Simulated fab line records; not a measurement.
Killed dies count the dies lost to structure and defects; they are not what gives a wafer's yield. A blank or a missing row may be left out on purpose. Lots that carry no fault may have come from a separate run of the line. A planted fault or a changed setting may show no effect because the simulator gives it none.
2 desks looking at one fault || flow sky130 || only its own numbers are on each desk; what lay behind them is given at the end

== AT THE TOOL OWNER'S DESK: rie diel-01 ==
The tool's own readings at SKY_METAL4_ETCH_17 (etches SiO2 in C4F8/O2/Ar, stops on TiN, time 3.9 s, target depth 15 nm): means of the sampled wafers that have a number, for each lot that ran on this tool. If a lot's mean is further than 4 standard deviations from the usual mean, the lot is out of limits and carries the mark OUT (the distance appears in the brackets).
Columns: A = oes product au at SKY_METAL4_ETCH_17, usual 0.753 a.u.
{"lot": "L260", "first seen here": "day 41 10:23", "A": 0.752}
{"lot": "L263", "first seen here": "day 42 17:16", "A": 0.762}
{"lot": "L265", "first seen here": "day 43 08:23", "A": 0.746}
{"lot": "L268", "first seen here": "day 44 03:19", "A": 0.749}
{"lot": "L272", "first seen here": "day 45 08:16", "A": 0.747}
{"lot": "L278", "first seen here": "day 46 17:08", "A": 0.754}
{"lot": "L279", "first seen here": "day 46 22:38", "A": 0.760}
This desk found nothing out of limits on any of the 7 lots.

== FROM THE METROLOGY DESK ==
Means of the sampled wafers that have a number, per lot and without regard to the tool the lot ran on: this is what the gauges read. If a lot's mean is further than 4 standard deviations from the usual mean, the lot is out of limits and carries the mark OUT (the distance appears in the brackets).
Columns: A = VIA3_W_RS at SKY_VIA3_RS_MEAS_22, usual 0.293 ohm/sq; B = METAL4_OVL at SKY_METAL4_OVL_MEAS_14, usual 3 nm
{"lot": "L260", "first seen here": "day 39 08:05", "A": 0.293, "B": 5}
{"lot": "L261", "first seen here": "day 40 00:29", "A": 0.296, "B": 11}
{"lot": "L262", "first seen here": "day 40 10:02", "A": 0.299, "B": 1}
{"lot": "L263", "first seen here": "day 40 16:55", "A": 0.291, "B": 12}
{"lot": "L264", "first seen here": "day 40 23:48", "A": 0.290, "B": 2}
{"lot": "L265", "first seen here": "day 41 08:03", "A": 0.292, "B": -1}
{"lot": "L266", "first seen here": "day 41 14:47", "A": 0.290, "B": 7}
{"lot": "L268", "first seen here": "day 42 03:41", "A": 0.293, "B": 7}
{"lot": "L272", "first seen here": "day 43 11:04", "A": 0.292, "B": 1}
{"lot": "L278", "first seen here": "day 44 21:31", "A": 0.295, "B": 10}
{"lot": "L279", "first seen here": "day 45 03:18", "A": 0.293, "B": -3}
{"lot": "L281", "first seen here": "day 45 11:01", "A": 0.290, "B": -1}
This desk found nothing out of limits on any of the 12 lots.

== ALL TOGETHER ==
The desk of the tool owner found nothing out of limits.
At the metrology desk, nothing out of limits was observed.

== WHAT THE SIMULATOR HAD INSERTED ==
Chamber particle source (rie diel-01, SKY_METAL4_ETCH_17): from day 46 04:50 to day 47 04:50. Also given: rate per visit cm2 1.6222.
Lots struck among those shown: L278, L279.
